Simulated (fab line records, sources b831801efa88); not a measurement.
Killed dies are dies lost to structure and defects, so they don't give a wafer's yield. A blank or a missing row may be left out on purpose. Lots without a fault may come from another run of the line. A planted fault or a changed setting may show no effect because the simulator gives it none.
Which tool did it? | flow gf180mcu | 15 lots, 45 wafers sampled, at 1 step of a route of 602

WHAT THE GAUGES READ, wafer by wafer
GF_V3_THK_MEAS_03.
lot  | measured     | on            | V3_CVD_02_THK (nm)
L540 | day 21 15:21 | film_metro-01 | 870 875 869
L539 | day 21 18:39 | film_metro-01 | 863 866 877
L541 | day 22 03:39 | film_metro-01 | 862 856 859
L542 | day 22 18:34 | film_metro-02 | 859 858 880
L544 | day 23 03:21 | film_metro-02 | 858 850 867
L545 | day 23 13:29 | film_metro-03 | 863 869 870
L550 | day 25 05:12 | film_metro-01 | 855 873 875
L551 | day 25 11:17 | film_metro-01 | 868 872 888
L554 | day 26 14:16 | film_metro-01 | 860 859 866
L555 | day 26 21:58 | film_metro-01 | 851 850 841
L556 | day 27 00:51 | film_metro-03 | 862 853 884
L557 | day 27 10:28 | film_metro-02 | 849 851 862
L558 | day 27 21:01 | film_metro-03 | 868 857 872
L561 | day 28 14:47 | film_metro-03 | 852 862 865
L562 | day 29 00:45 | film_metro-03 | 867 861 869

WHICH TOOL RAN EACH LOT (tool, then ch and the chambers of the sampled wafers, then the start)
The record holds no process step before these readings.

WHAT THE TOOLS THEMSELVES READ (means of the sampled wafers that have a number; where no wafer has one, the mark that the record gives instead)
The record holds no such reading with a usual standard deviation.

THE ANSWER, worked out from the rows above alone
Rule: what is usual is taken from the lots themselves. Put in order of their means at a reading, lots are off if they are a third of the lots or fewer, leave a main group of 4 or more, and stand apart from it by a gap of 3 or more times the standard deviation of the main group's means; of several such gaps the widest counts. A main group whose means are all the same, to the digits that the tables above print for the reading, isn't used. A lot without any number at a reading at which 4 lots or more have one is off too. The other lots that the step has rows for count as sound. The gauges are gone through in route order, then the tools' own readings, and for those a lot's mean is taken as printed above. The first step at which some lot is off is used, and at that step the reading that is off furthest; a lot without a number counts as furthest.
No lot is off at any reading shown: from this, nothing can be told.

WHAT THE SIMULATOR HAD PUT IN
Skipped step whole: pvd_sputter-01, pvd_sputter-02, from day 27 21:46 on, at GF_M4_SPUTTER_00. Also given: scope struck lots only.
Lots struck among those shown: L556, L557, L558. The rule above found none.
